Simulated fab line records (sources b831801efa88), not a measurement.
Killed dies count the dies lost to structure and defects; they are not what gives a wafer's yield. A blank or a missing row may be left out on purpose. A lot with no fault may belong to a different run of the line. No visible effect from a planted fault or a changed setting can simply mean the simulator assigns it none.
Which of the tools did it? | flow sky130 | Sampling: 11 lots, 33 wafers, 4 of 708 route steps

== WHAT THE GAUGES SHOWED, per wafer ==
SKY_VT_ADJUST_HVTR_TW_MEAS_11. Usual: VT_ADJUST_HVTR_TW 210.8, standard deviation 2.
lot  | measured     | on            | VT_ADJUST_HVTR_TW | flag
L235 | day 10 01:40 | film_metro-02 | 209.7 209.4 210.1 |
L237 | day 10 12:03 | film_metro-03 | 211.4 211.3 210.6 |
L238 | day 10 16:19 | film_metro-01 | 214.8 212.9 212.6 |
L240 | day 11 02:56 | film_metro-01 | 213.6 213.0 212.8 |
L241 | day 11 08:08 | film_metro-03 | 210.8 210.1 209.5 |
L242 | day 11 20:49 | film_metro-02 | 210.7 209.5 209.6 |
L243 | day 12 00:54 | film_metro-03 | 210.2 209.9 209.2 |
L244 | day 12 05:58 | film_metro-01 | 213.6 213.0 213.9 |
L246 | day 12 19:01 | film_metro-01 | 214.2 213.6 213.2 |
L250 | day 13 23:11 | film_metro-02 | 208.0 208.9 208.3 |
L254 | day 15 05:12 | film_metro-02 | 208.1 207.3 207.8 |

SKY_SONOS_ONO_THK_MEAS_03. Usual: SONOS_ONO_CVD_02_THK 10.45 nm, standard deviation 0.14.
lot  | measured     | on            | SONOS_ONO_CVD_02_THK (nm) | flag
L235 | day 12 04:18 | film_metro-04 | 10.42 10.42 10.60         |
L237 | day 12 18:23 | film_metro-02 | 10.39 10.49 10.33         |
L238 | day 12 22:26 | film_metro-01 | 10.42 10.37 10.42         |
L240 | day 13 07:25 | film_metro-02 | 10.62 10.49 10.53         |
L241 | day 13 12:55 | film_metro-04 | 10.18 10.21 10.18         |
L242 | day 14 06:55 | film_metro-04 | 10.25 10.27 10.31         |
L243 | day 14 11:29 | film_metro-02 | 10.39 10.34 10.44         |
L244 | day 14 15:46 | film_metro-04 | 10.33 10.13 10.33         |
L246 | day 15 05:20 | film_metro-01 | 10.54 10.47 10.51         |
L250 | day 16 11:57 | film_metro-02 | 10.42 10.47 10.45         |
L254 | day 17 17:01 | film_metro-01 | 10.58 10.39 10.46         |

SKY_SONOS_ONO_THK_MEAS_05. Usual: SONOS_ONO_CVD_04_THK 5.70 nm, standard deviation 0.097.
lot  | measured     | on            | SONOS_ONO_CVD_04_THK (nm) | flag
L235 | day 12 05:37 | film_metro-04 | 5.55 5.67 5.64            |
L237 | day 12 19:41 | film_metro-01 | 5.57 5.59 5.72            |
L238 | day 12 23:44 | film_metro-04 | 5.50 5.64 5.64            |
L240 | day 13 08:43 | film_metro-04 | 5.70 5.79 5.90            |
L241 | day 13 14:13 | film_metro-04 | 5.69 5.66 5.58            |
L242 | day 14 08:14 | film_metro-04 | 5.81 5.85 5.76            |
L243 | day 14 12:48 | film_metro-01 | 5.73 5.55 5.66            |
L244 | day 14 17:04 | film_metro-02 | 5.69 5.84 5.74            |
L246 | day 15 06:39 | film_metro-02 | 5.68 5.76 5.71            |
L250 | day 16 14:28 | film_metro-02 | 5.58 5.50 5.47            |
L254 | day 17 18:19 | film_metro-02 | 8.98 9.02 9.05            | OFF

== WHAT TOOL EACH LOT RAN ON (gives the tool, then ch and the chambers of the sampled wafers, and finally the start) ==
lot  | SKY_SONOS_ONO_CVD_04
L235 | lpcvd-03 ch 1, day 12 04:21
L237 | lpcvd-03 ch 0, day 12 18:26
L238 | lpcvd-03 ch 0, day 12 22:29
L240 | lpcvd-03 ch 0, day 13 07:26
L241 | lpcvd-03 ch 0, day 13 12:57
L242 | lpcvd-03 ch 1, day 14 06:59
L243 | lpcvd-03 ch 0, day 14 11:33
L244 | lpcvd-03 ch 0, day 14 15:48
L246 | lpcvd-03 ch 1, day 15 05:24
L250 | lpcvd-03 ch 1, day 16 13:11
L254 | lpcvd-03 ch 0, day 17 17:04
- SKY_SONOS_ONO_CVD_04: deposits SiO2 from SiH4/N2O, target thk 5.7199 nm.

== AS READ BY THE TOOLS THEMSELVES (means over the sampled wafers that have a number; for cases with no such wafer, the mark the record gives instead) ==
SKY_SONOS_ONO_CVD_04. Usual: spike_tc_bottom_C 918.2 C, standard deviation 1.9; spike_tc_centre_C 901.6 C, standard deviation 0.99; spike_tc_lower_C 900.8 C, standard deviation 1.2; spike_tc_top_C 911.2 C, standard deviation 1.7; spike_tc_upper_C 899.8 C, standard deviation 1; susceptor_temp_C 900.0 C, standard deviation 0.39; zone_power_bottom_pct 30.7 %, standard deviation 2.4; zone_power_centre_pct 18.54 %, standard deviation 0.27; zone_power_lower_pct 16.8 %, standard deviation 0.98.
lot  | tool     | spike_tc_bottom_C (C) | spike_tc_centre_C (C) | spike_tc_lower_C (C) | spike_tc_top_C (C) | spike_tc_upper_C (C) | susceptor_temp_C (C) | zone_power_bottom_pct (%) | zone_power_centre_pct (%) | zone_power_lower_pct (%) | flag
L235 | lpcvd-03 | 919.4                 | 902.0                 | 901.0                | 910.3              | 900.2                | 900.2                | 28.6                      | 18.57                     | 15.9                     |
L237 | lpcvd-03 | 916.7                 | 902.6                 | 900.1                | 913.5              | 900.3                | 900.1                | 33.3                      | 18.37                     | 17.8                     |
L238 | lpcvd-03 | 916.4                 | 902.2                 | 900.5                | 913.7              | 900.1                | 899.6                | 33.0                      | 18.22                     | 17.9                     |
L240 | lpcvd-03 | 916.2                 | 901.8                 | 900.4                | 912.9              | 899.6                | 899.4                | 33.1                      | 18.46                     | 17.7                     |
L241 | lpcvd-03 | 916.2                 | 902.2                 | 901.0                | 913.3              | 898.6                | 900.1                | 33.2                      | 18.32                     | 17.8                     |
L242 | lpcvd-03 | 919.1                 | 901.4                 | 900.8                | 909.9              | 899.5                | 900.5                | 28.8                      | 18.83                     | 15.9                     |
L243 | lpcvd-03 | 915.7                 | 901.7                 | 899.8                | 911.7              | 899.6                | 899.9                | 33.3                      | 18.46                     | 17.7                     |
L244 | lpcvd-03 | 915.8                 | 901.2                 | 900.0                | 912.0              | 900.2                | 900.3                | 33.5                      | 18.51                     | 18.0                     |
L246 | lpcvd-03 | 919.8                 | 901.5                 | 901.1                | 909.2              | 899.7                | 900.0                | 28.5                      | 18.74                     | 15.8                     |
L250 | lpcvd-03 | 920.6                 | 900.7                 | 901.1                | 909.6              | 900.1                | 900.4                | 28.6                      | 18.76                     | 16.0                     |
L254 | lpcvd-03 | 968.1                 | 952.5                 | 951.0                | 963.9              | 950.3                | 951.0                | 38.2                      | 20.93                     | 20.1                     | OFF

== THE ANSWER, worked out from the rows above alone ==
Rule: take the mean of a lot's wafers that have a number; if it is more than 3 standard deviations from the usual mean, the lot is off. Also off: a lot with no number at a reading for which 4 or more lots have one. The other lots that the step has rows for count as sound. First the gauges in route order, then the tools' own readings, where a lot's mean is used as printed above. At the first step where some lot is off, the reading lying furthest off is the one used; lots without a number count as furthest.
Off: L254, at SKY_SONOS_ONO_THK_MEAS_05 (SONOS_ONO_CVD_04_THK).
A tool fits if, at a process step before that reading, it ran every lot that is off, and no sound lot after the first of them. Not tried: the gauges at SKY_SONOS_ONO_THK_MEAS_05; whatever is off there is also off at SKY_SONOS_ONO_CVD_04, on other tools, and gauge error can't account for it. One fits: lpcvd-03 at SKY_SONOS_ONO_CVD_04. Its last sound lot is L250 (day 16 13:11), its first lot that is off L254 (day 17 17:04): a fault that began between those two fits.
The tool's own readings at SKY_SONOS_ONO_CVD_04 bear it out: on the lots that are off they differ by more than 5 times the standard deviation of the sound lots' means. spike_tc_bottom_C reads 968.1 C there against 917.6 C on the sound lots; spike_tc_centre_C reads 952.5 C there against 901.7 C on the sound lots; spike_tc_lower_C reads 951.0 C there against 900.6 C on the sound lots; spike_tc_top_C reads 963.9 C there against 911.6 C on the sound lots; spike_tc_upper_C reads 950.3 C there against 899.8 C on the sound lots; susceptor_temp_C reads 951.0 C there against 900.0 C on the sound lots; zone_power_centre_pct reads 20.93 % there against 18.52 % on the sound lots.

== WHAT THE SIMULATOR HAD PUT IN ==
lpcvd-03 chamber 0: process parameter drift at SKY_SONOS_ONO_CVD_04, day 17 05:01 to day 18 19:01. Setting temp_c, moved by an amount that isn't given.
Shown lots that were struck: L254. The same result came from the rule above.
